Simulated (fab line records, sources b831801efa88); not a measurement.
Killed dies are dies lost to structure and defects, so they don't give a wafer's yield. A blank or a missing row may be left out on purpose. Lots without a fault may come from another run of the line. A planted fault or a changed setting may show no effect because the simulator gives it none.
Which tool did it? | flow sky130 | 15 lots, 45 wafers sampled, at 6 steps of a route of 708

WHAT THE GAUGES READ, wafer by wafer
SKY_FIELD_ISO_THK_MEAS_25.
lot  | measured    | on            | FIELD_ISO_CVD_24_THK (nm)
L481 | day 2 11:37 | film_metro-01 | 601 597 594
L483 | day 2 21:26 | film_metro-01 | 592 601 593
L485 | day 3 10:06 | film_metro-03 | 593 591 583
L487 | day 3 19:03 | film_metro-01 | 593 591 593
L488 | day 3 23:16 | film_metro-02 | 605 599 593
L489 | day 4 06:03 | film_metro-01 | 602 605 594
L490 | day 4 11:58 | film_metro-01 | 594 612 589
L491 | day 4 15:42 | film_metro-01 | 600 600 607
L496 | day 5 19:05 | film_metro-01 | 593 599 606
L497 | day 6 04:32 | film_metro-03 | 592 592 592
L498 | day 6 10:06 | film_metro-03 | 583 592 592
L500 | day 6 19:41 | film_metro-01 | 598 595 604
L501 | day 6 19:41 | film_metro-02 | 597 589 603
L502 | day 7 05:09 | film_metro-02 | 599 597 603
L503 | day 7 12:46 | film_metro-03 | 584 586 597

SKY_PWDE_TW_MEAS_10.
lot  | measured    | on            | PWDE_TW
L481 | day 4 00:12 | film_metro-04 | 375.7 373.7 374.3
L483 | day 4 10:04 | film_metro-02 | 371.6 373.5 372.7
L485 | day 5 01:25 | film_metro-01 | 374.6 374.2 373.0
L487 | day 5 09:19 | film_metro-04 | 376.8 375.9 374.5
L488 | day 5 15:46 | film_metro-04 | 374.8 377.4 375.1
L489 | day 6 00:32 | film_metro-01 | 374.2 374.4 374.0
L490 | day 6 03:37 | film_metro-04 | 372.3 374.0 377.1
L491 | day 6 07:33 | film_metro-01 | 374.4 375.2 374.1
L496 | day 7 17:25 | film_metro-02 | 370.8 372.8 372.5
L497 | day 8 10:42 | film_metro-02 | 371.2 371.0 372.2
L498 | day 8 10:42 | film_metro-01 | 375.1 375.8 375.9
L500 | day 8 19:13 | film_metro-01 | 374.9 374.2 374.1
L501 | day 8 18:34 | film_metro-01 | 373.2 374.7 373.8
L502 | day 9 03:04 | film_metro-02 | 370.5 371.1 370.6
L503 | day 9 10:49 | film_metro-01 | 372.8 374.1 374.4

SKY_NWELL_TW_MEAS_26.
lot  | measured     | on            | NWELL_2_TW
L481 | day 5 10:18  | film_metro-02 | 493.6 494.0 492.7
L483 | day 5 21:55  | film_metro-02 | 493.5 492.4 491.8
L485 | day 6 14:13  | film_metro-02 | 495.0 498.0 497.9
L487 | day 6 22:49  | film_metro-04 | 493.4 496.8 498.4
L488 | day 7 05:22  | film_metro-01 | 30.2 30.1 30.3
L489 | day 7 15:17  | film_metro-02 | 30.0 30.0 30.0
L490 | day 7 17:58  | film_metro-02 | 29.9 29.9 29.9
L491 | day 7 22:09  | film_metro-04 | 499.8 497.0 500.1
L496 | day 9 11:10  | film_metro-02 | 490.8 493.5 491.3
L497 | day 10 06:00 | film_metro-01 | 496.1 498.4 496.6
L498 | day 10 04:58 | film_metro-02 | 498.5 493.4 493.4
L500 | day 10 15:28 | film_metro-02 | 492.7 494.7 493.0
L501 | day 10 15:09 | film_metro-04 | 497.0 496.3 494.6
L502 | day 11 00:07 | film_metro-04 | 500.7 500.6 501.1
L503 | day 11 07:01 | film_metro-02 | 494.1 488.9 490.7

WHICH TOOL RAN EACH LOT (tool, then ch and the chambers of the sampled wafers, then the start)
lot  | SKY_FIELD_ISO_ETCH_14             | SKY_NWELL_STRIP_14                   | SKY_NWELL_STRIP_25
L481 | rie_diel-02 ch 0,1,2, day 2 09:47 | plasma_asher-04 ch 0,1, day 4 16:57  | plasma_asher-03 ch 0,1, day 5 10:12
L483 | rie_diel-04 ch 1,2,3, day 2 19:35 | plasma_asher-02 ch 0,1, day 5 03:39  | plasma_asher-04 ch 0, day 5 21:48
L485 | rie_diel-03 ch 0,1,2, day 3 08:14 | plasma_asher-02 ch 0,1, day 5 19:21  | plasma_asher-03 ch 0,1, day 6 14:06
L487 | rie_diel-04 ch 0,1,3, day 3 17:10 | plasma_asher-03 ch 0,1, day 6 04:24  | plasma_asher-03 ch 0,1, day 6 22:42
L488 | rie_diel-04 ch 0,1,3, day 3 21:22 | plasma_asher-03 ch 0,1, day 6 10:41  | plasma_asher-04 ch 0,1, day 7 05:16
L489 | rie_diel-02 ch 0,3, day 4 02:55   | plasma_asher-02 ch 0,1, day 6 18:50  | plasma_asher-03 ch 0,1, day 7 15:11
L490 | rie_diel-03 ch 0,1,2, day 4 08:34 | plasma_asher-04 ch 0,1, day 6 22:16  | plasma_asher-02 ch 0,1, day 7 17:52
L491 | rie_diel-04 ch 0,3, day 4 13:14   | plasma_asher-04 ch 1, day 7 01:33    | plasma_asher-04 ch 0,1, day 7 22:03
L496 | rie_diel-02 ch 0,2,3, day 5 15:35 | plasma_asher-02 ch 0,1, day 8 13:56  | plasma_asher-02 ch 0,1, day 9 11:05
L497 | rie_diel-03 ch 0,1,2, day 5 23:23 | plasma_asher-03 ch 0,1, day 9 07:47  | plasma_asher-02 ch 0,1, day 10 05:54
L498 | rie_diel-04 ch 0,1,3, day 6 02:46 | plasma_asher-04 ch 0,1, day 9 07:21  | plasma_asher-03 ch 0, day 10 04:51
L500 | rie_diel-04 ch 1,2,3, day 6 14:23 | plasma_asher-03 ch 0, day 9 17:24    | plasma_asher-04 ch 1, day 10 15:21
L501 | rie_diel-03 ch 0,3, day 6 16:58   | plasma_asher-04 ch 0,1, day 9 16:53  | plasma_asher-02 ch 0,1, day 10 15:02
L502 | rie_diel-03 ch 0,1,2, day 7 03:17 | plasma_asher-03 ch 0,1, day 10 01:33 | plasma_asher-04 ch 1, day 10 23:57
L503 | rie_diel-03 ch 0,1,3, day 7 10:53 | plasma_asher-02 ch 0,1, day 10 08:21 | plasma_asher-03 ch 0,1, day 11 06:54
- SKY_FIELD_ISO_ETCH_14: etches BARC in N2/H2, stops on SiO2, time 45.9 s, target depth 60 nm.
- SKY_NWELL_STRIP_14: strips in O2/N2.
- SKY_NWELL_STRIP_25: strips in O2/N2.

WHAT THE TOOLS THEMSELVES READ (means of the sampled wafers that have a number; where no wafer has one, the mark that the record gives instead)
SKY_FIELD_ISO_ETCH_14.
lot  | tool        | drypump_motor_current_A (A) | oes_product_au (a.u.) | throttle_valve_pct (%)
L481 | rie_diel-02 | 5.5                         | 0.859                 | 13.230
L483 | rie_diel-04 | 6.0                         | 0.860                 | 13.217
L485 | rie_diel-03 | 5.9                         | 0.853                 | 13.226
L487 | rie_diel-04 | 5.7                         | 0.860                 | 13.225
L488 | rie_diel-04 | 5.7                         | 0.855                 | 13.227
L489 | rie_diel-02 | 5.4                         | 0.859                 | 13.223
L490 | rie_diel-03 | 5.9                         | 0.854                 | 13.225
L491 | rie_diel-04 | 5.6                         | 0.856                 | 13.223
L496 | rie_diel-02 | 5.6                         | 0.856                 | 13.235
L497 | rie_diel-03 | 5.9                         | 0.856                 | 13.223
L498 | rie_diel-04 | 5.7                         | 0.852                 | 13.231
L500 | rie_diel-04 | 5.9                         | 0.857                 | 13.232
L501 | rie_diel-03 | 5.5                         | 0.853                 | 13.232
L502 | rie_diel-03 | 5.9                         | 0.859                 | 13.235
L503 | rie_diel-03 | 5.6                         | 0.860                 | 13.215

SKY_NWELL_STRIP_14.
lot  | tool            | chamber_pressure_mTorr (mTorr) | drypump_motor_current_A (A) | oes_product_au (a.u.) | strip_time_to_endpoint_s (s)
L481 | plasma_asher-04 | 1500.1                         | 5.5                         | 0.723                 | 36.86
L483 | plasma_asher-02 | 1499.1                         | 5.8                         | 0.722                 | 36.96
L485 | plasma_asher-02 | 1499.8                         | 5.8                         | 0.725                 | 36.96
L487 | plasma_asher-03 | 1498.5                         | 5.5                         | 0.720                 | 36.87
L488 | plasma_asher-03 | -                              | -                           | -                     | -
L489 | plasma_asher-02 | -                              | -                           | -                     | -
L490 | plasma_asher-04 | -                              | -                           | -                     | -
L491 | plasma_asher-04 | 1499.4                         | 5.4                         | 0.722                 | 36.99
L496 | plasma_asher-02 | 1498.7                         | 5.7                         | 0.727                 | 37.00
L497 | plasma_asher-03 | 1498.2                         | 5.6                         | 0.724                 | 36.96
L498 | plasma_asher-04 | 1500.1                         | 5.5                         | 0.725                 | 36.88
L500 | plasma_asher-03 | 1499.3                         | 4.8                         | 0.721                 | 36.97
L501 | plasma_asher-04 | 1499.8                         | 5.5                         | 0.719                 | 36.81
L502 | plasma_asher-03 | 1501.3                         | 5.1                         | 0.721                 | 37.02
L503 | plasma_asher-02 | 1500.7                         | 5.8                         | 0.724                 | 36.87

SKY_NWELL_STRIP_25.
lot  | tool            | chamber_pressure_mTorr (mTorr) | drypump_motor_current_A (A) | oes_product_au (a.u.) | strip_time_to_endpoint_s (s)
L481 | plasma_asher-03 | 1499.1                         | 5.5                         | 0.726                 | 36.96
L483 | plasma_asher-04 | 1500.2                         | 5.6                         | 0.720                 | 36.83
L485 | plasma_asher-03 | 1501.4                         | 5.2                         | 0.726                 | 36.94
L487 | plasma_asher-03 | 1499.5                         | 5.1                         | 0.725                 | 37.00
L488 | plasma_asher-04 | 1500.1                         | 5.4                         | 0.738                 | 81.16
L489 | plasma_asher-03 | 1501.8                         | 5.2                         | 0.742                 | 81.24
L490 | plasma_asher-02 | 1498.8                         | 5.7                         | 0.741                 | 81.21
L491 | plasma_asher-04 | 1499.3                         | 5.5                         | 0.724                 | 36.85
L496 | plasma_asher-02 | 1500.2                         | 5.7                         | 0.722                 | 37.07
L497 | plasma_asher-02 | 1499.2                         | 5.8                         | 0.716                 | 37.01
L498 | plasma_asher-03 | 1499.8                         | 4.9                         | 0.722                 | 37.13
L500 | plasma_asher-04 | 1500.6                         | 5.4                         | 0.722                 | 36.99
L501 | plasma_asher-02 | 1499.5                         | 5.7                         | 0.725                 | 37.13
L502 | plasma_asher-04 | 1499.7                         | 5.4                         | 0.726                 | 36.91
L503 | plasma_asher-03 | 1498.8                         | 5.5                         | 0.723                 | 36.95

THE ANSWER, worked out from the rows above alone
Rule: what is usual is taken from the lots themselves. Put in order of their means at a reading, lots are off if they are a third of the lots or fewer, leave a main group of 4 or more, and stand apart from it by a gap of 3 or more times the standard deviation of the main group's means; of several such gaps the widest counts. A main group whose means are all the same, to the digits that the tables above print for the reading, isn't used. A lot without any number at a reading at which 4 lots or more have one is off too. The other lots that the step has rows for count as sound. The gauges are gone through in route order, then the tools' own readings, and for those a lot's mean is taken as printed above. The first step at which some lot is off is used, and at that step the reading that is off furthest; a lot without a number counts as furthest.
Off: L488, L489, L490, at SKY_NWELL_TW_MEAS_26 (NWELL_2_TW). The main group: mean 495.3, standard deviation 2.8.
A tool fits if, at a process step before that reading, it ran every lot that is off, and no sound lot after the first of them. The gauges at SKY_NWELL_TW_MEAS_26 aren't tried: what is off there is off at SKY_NWELL_STRIP_14 too, on other tools, and a gauge's error can't cause that. None of those tried fits.

WHAT THE SIMULATOR HAD PUT IN
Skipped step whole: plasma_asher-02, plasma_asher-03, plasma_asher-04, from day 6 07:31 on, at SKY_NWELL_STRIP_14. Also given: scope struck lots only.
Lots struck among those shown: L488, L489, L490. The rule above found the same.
